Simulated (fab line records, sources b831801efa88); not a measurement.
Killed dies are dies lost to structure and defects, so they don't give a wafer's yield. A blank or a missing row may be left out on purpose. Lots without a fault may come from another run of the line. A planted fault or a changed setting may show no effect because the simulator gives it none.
Which tool did it? | flow sky130 | 24 lots, 72 wafers sampled, at 4 steps of a route of 708

WHAT THE GAUGES READ, wafer by wafer
SKY_VIA1_BOW_MEAS_03.
lot  | measured     | on            | VIA1_BOW (um)
L074 | day 32 23:01 | film_metro-02 | 76 88 70
L075 | day 33 17:56 | film_metro-04 | 76 73 73
L076 | day 34 00:40 | film_metro-02 | 73 89 92
L077 | day 34 04:02 | film_metro-01 | 80 80 76
L078 | day 34 11:47 | film_metro-01 | 79 86 75
L079 | day 34 21:40 | film_metro-02 | 91 81 87
L080 | day 35 00:12 | film_metro-04 | 87 89 71
L081 | day 35 11:14 | film_metro-04 | 85 78 71
L082 | day 36 00:04 | film_metro-04 | 72 86 62
L083 | day 36 00:59 | film_metro-02 | 79 83 74
L084 | day 36 08:37 | film_metro-01 | 78 89 84
L085 | day 36 17:46 | film_metro-01 | 79 89 75
L086 | day 37 00:01 | film_metro-02 | 73 68 80
L087 | day 37 06:50 | film_metro-02 | 80 86 81
L088 | day 37 13:53 | film_metro-01 | 77 74 75
L089 | day 38 01:44 | film_metro-01 | 84 81 62
L090 | day 38 05:04 | film_metro-01 | 79 81 70
L091 | day 38 10:46 | film_metro-02 | 85 79 79
L092 | day 38 15:37 | film_metro-02 | 86 82 90
L093 | day 38 18:41 | film_metro-02 | 88 81 87
L094 | day 39 02:43 | film_metro-04 | 81 73 85
L095 | day 39 08:22 | film_metro-04 | 87 82 71
L096 | day 39 14:13 | film_metro-02 | 82 76 88
L097 | day 39 23:50 | film_metro-04 | 86 77 78

SKY_METAL2_OVL_MEAS_16.
lot  | measured     | on         | METAL2_OVL (nm)
L074 | day 35 05:38 | overlay-02 | 1 13 3
L075 | day 36 01:32 | overlay-01 | 2 6 9
L076 | day 36 06:56 | overlay-01 | -3 3 7
L077 | day 36 09:33 | overlay-02 | 4 -1 6
L078 | day 36 16:50 | overlay-01 | 2 7 8
L079 | day 37 02:50 | overlay-01 | 0 5 1
L080 | day 37 05:36 | overlay-01 | 7 7 6
L081 | day 37 17:17 | overlay-01 | 7 2 10
L082 | day 38 04:41 | overlay-01 | 6 -2 6
L083 | day 38 05:02 | overlay-01 | 4 -7 6
L084 | day 38 13:02 | overlay-02 | 4 2 6
L085 | day 38 21:44 | overlay-01 | 6 4 -3
L086 | day 39 04:05 | overlay-02 | 10 6 12
L087 | day 39 10:27 | overlay-01 | -2 2 0
L088 | day 39 18:02 | overlay-02 | 4 5 7
L089 | day 40 05:08 | overlay-02 | 9 6 6
L090 | day 40 08:54 | overlay-01 | -1 -1 -7
L091 | day 40 15:03 | overlay-01 | -2 4 4
L092 | day 40 20:20 | overlay-01 | -3 -4 9
L093 | day 40 22:48 | overlay-01 | -1 0 5
L094 | day 41 06:23 | overlay-02 | 6 4 2
L095 | day 41 12:11 | overlay-01 | 0 1 5
L096 | day 41 18:24 | overlay-02 | 10 1 9
L097 | day 42 03:24 | overlay-02 | 5 -5 8

SKY_VIA2_RS_MEAS_22: measures by four-point-probe.
lot  | measured     | on            | VIA2_W_RS (ohm/sq)
L074 | day 36 09:52 | film_metro-01 | 0.2786 0.2787 0.2788
L075 | day 37 05:14 | film_metro-03 | 0.2718 0.2699 0.2720
L076 | day 37 11:16 | film_metro-01 | 0.2745 0.2783 0.2759
L077 | day 37 13:25 | film_metro-01 | 0.2693 0.2703 0.2689
L078 | day 37 20:34 | film_metro-04 | 0.2769 0.2761 0.2755
L079 | day 38 07:13 | film_metro-04 | 0.2711 0.2724 0.2752
L080 | day 38 09:10 | film_metro-03 | 0.2764 0.2710 0.2701
L081 | day 38 21:08 | film_metro-04 | 0.2718 0.2707 0.2748
L082 | day 39 08:10 | film_metro-03 | 0.2749 0.2732 0.2722
L083 | day 39 08:28 | film_metro-01 | 0.2722 0.2733 0.2745
L084 | day 39 16:37 | film_metro-04 | 0.2741 0.2746 0.2722
L085 | day 40 01:00 | film_metro-03 | 0.2721 0.2699 0.2670
L086 | day 40 08:14 | film_metro-03 | 0.2741 0.2696 0.2710
L087 | day 40 14:01 | film_metro-04 | 0.2763 0.2730 0.2730
L088 | day 40 22:10 | film_metro-03 | 0.2746 0.2716 0.2749
L089 | day 41 09:11 | film_metro-04 | 0.2750 0.2758 0.2738
L090 | day 41 12:42 | film_metro-03 | 0.2706 0.2709 0.2700
L091 | day 41 18:04 | film_metro-03 | 0.2689 0.2703 0.2691
L092 | day 41 23:16 | film_metro-01 | 0.2751 0.2704 0.2694
L093 | day 42 01:56 | film_metro-01 | 0.2711 0.2689 0.2752
L094 | day 42 09:10 | film_metro-04 | 0.2713 0.2734 0.2706
L095 | day 42 14:22 | film_metro-01 | 0.2705 0.2683 0.2723
L096 | day 42 19:45 | film_metro-03 | 0.2735 0.2691 0.2697
L097 | day 43 05:06 | film_metro-01 | 0.2706 0.2720 0.2754

SKY_VIA2_THK_MEAS_23: measures by xrf.
lot  | measured     | on            | VIA2_W_THK (nm)
L074 | day 36 09:59 | film_metro-01 | 441 438 438
L075 | day 37 05:20 | film_metro-03 | 448 450 450
L076 | day 37 11:23 | film_metro-01 | 443 437 439
L077 | day 37 13:30 | film_metro-01 | 449 449 448
L078 | day 37 20:41 | film_metro-04 | 445 440 442
L079 | day 38 07:20 | film_metro-04 | 455 455 447
L080 | day 38 09:17 | film_metro-03 | 441 456 454
L081 | day 38 21:15 | film_metro-04 | 458 457 452
L082 | day 39 08:17 | film_metro-03 | 441 445 448
L083 | day 39 08:35 | film_metro-01 | 455 453 448
L084 | day 39 16:44 | film_metro-04 | 449 449 455
L085 | day 40 01:07 | film_metro-03 | 451 451 460
L086 | day 40 08:21 | film_metro-03 | 449 451 449
L087 | day 40 14:08 | film_metro-04 | 450 457 454
L088 | day 40 22:17 | film_metro-03 | 450 445 442
L089 | day 41 09:18 | film_metro-04 | 450 448 449
L090 | day 41 12:48 | film_metro-03 | 446 444 450
L091 | day 41 18:10 | film_metro-03 | 447 449 451
L092 | day 41 23:23 | film_metro-01 | 445 452 459
L093 | day 42 02:02 | film_metro-01 | 453 455 447
L094 | day 42 09:17 | film_metro-04 | 461 461 467
L095 | day 42 14:29 | film_metro-01 | 453 461 453
L096 | day 42 19:51 | film_metro-03 | 441 448 447
L097 | day 43 05:12 | film_metro-01 | 452 449 447

WHICH TOOL RAN EACH LOT (tool, then ch and the chambers of the sampled wafers, then the start)
The record holds no process step before these readings.

WHAT THE TOOLS THEMSELVES READ (means of the sampled wafers that have a number; where no wafer has one, the mark that the record gives instead)
The record holds no such reading with a usual standard deviation.

THE ANSWER, worked out from the rows above alone
Rule: what is usual is taken from the lots themselves. Put in order of their means at a reading, lots are off if they are a third of the lots or fewer, leave a main group of 4 or more, and stand apart from it by a gap of 3 or more times the standard deviation of the main group's means; of several such gaps the widest counts. A main group whose means are all the same, to the digits that the tables above print for the reading, isn't used. A lot without any number at a reading at which 4 lots or more have one is off too. The other lots that the step has rows for count as sound. The gauges are gone through in route order, then the tools' own readings, and for those a lot's mean is taken as printed above. The first step at which some lot is off is used, and at that step the reading that is off furthest; a lot without a number counts as furthest.
No lot is off at any reading shown: from this, nothing can be told.

WHAT THE SIMULATOR HAD PUT IN
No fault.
